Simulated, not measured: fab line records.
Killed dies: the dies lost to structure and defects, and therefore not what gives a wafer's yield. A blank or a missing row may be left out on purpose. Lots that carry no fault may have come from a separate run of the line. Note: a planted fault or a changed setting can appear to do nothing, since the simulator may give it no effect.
2 desks looking at one fault | flow gf180mcu | numbers are kept per desk, each desk with only its own; the story behind them comes last

AT THE METROLOGY DESK
What the gauges read for every lot (on any tool): the sampled wafers with a number, averaged. The brackets show how far a lot's mean lies from the usual mean; more than 4 standard deviations puts the lot out of limits, marked OUT.
Columns: A = STI_OXIDATION_01_THK at GF_STI_THK_MEAS_22, usual 14.79 nm; B = MVSD_TW at GF_MVSD_TW_MEAS_11, usual 1581; C = MVSD_RS at GF_VT_IMPLANT_RS_MEAS_46, usual 457.2 ohm/sq
lot  | first seen here | A     | B               | C
L147 | day 2 03:17     | 14.40 | 1565            | 457.2
L150 | day 2 19:17     | 14.53 | 1579            | 456.4
L151 | day 2 23:53     | 14.45 | 1578            | 457.3
L154 | day 3 17:38     | 14.44 | 1599            | 457.4
L155 | day 3 21:23     | 14.75 | 1573            | 456.9
L162 | day 5 14:02     | 14.55 | 1524 (-4.1) OUT | 530.4 (+77) OUT
L163 | day 5 16:42     | 15.00 | 1549            | 529.2 (+76) OUT
L164 | day 5 16:43     | 15.23 | 1578            | 457.3
L165 | day 5 20:41     | 15.01 | 1578            | 457.4
L166 | day 6 03:16     | 14.75 | 1578            | 458.2
L169 | day 7 03:01     | 14.87 | 1563            | 457.3
Finding of this desk: L162, L163 out of limits, first seen on L162 at day 8 09:01 (MVSD_TW at GF_MVSD_TW_MEAS_11). L147, L150, L151, L154, L155, L164, L165, L166, L169: within limits.

FOR THE TOOL OWNER'S DESK: implanter-04
The tool's own readings at GF_MVSD_IMPLANT_09: means of the sampled wafers that have a number, for each lot that ran on this tool. The brackets show how far a lot's mean lies from the usual mean; more than 4 standard deviations puts the lot out of limits, marked OUT.
Columns: A = dose-ions-cm2 at GF_MVSD_IMPLANT_09, usual 4.999e+12; B = faraday-current-uA at GF_MVSD_IMPLANT_09, usual 28.2
lot  | first seen here | A                           | B
L150 | day 5 05:28     | 4.999e+12                   | 27.7
L151 | day 5 09:08     | 5.005e+12                   | 27.6
L155 | day 6 04:29     | 4.995e+12                   | 27.9
L162 | day 8 08:47     | 1.338e+12 (-99 or more) OUT | 7.6 (-36) OUT
L163 | day 8 10:11     | 1.341e+12 (-99 or more) OUT | 7.6 (-36) OUT
This desk finds L162, L163 out of limits, L162 being first, at day 8 08:47 (dose-ions-cm2 at GF_MVSD_IMPLANT_09). L150, L151, L155: within limits.

TAKEN TOGETHER
The tool owner's desk could have raised an alarm at day 8 08:47, on L162, L163.
An alarm was possible from the metrology desk at day 8 09:01, on L162, L163.
The lots listed all ran GF_MVSD_IMPLANT_09 on implanter-04.

WHAT THE SIMULATOR HAD INSERTED
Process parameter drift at GF_MVSD_IMPLANT_09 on implanter-04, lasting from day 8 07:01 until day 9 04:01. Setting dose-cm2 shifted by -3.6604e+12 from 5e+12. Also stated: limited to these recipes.
Shown lots that were struck: L162, L163.
Hours from the fault's start to each desk's first reading out of limits: the tool owner's desk, 2; the metrology desk, 2.
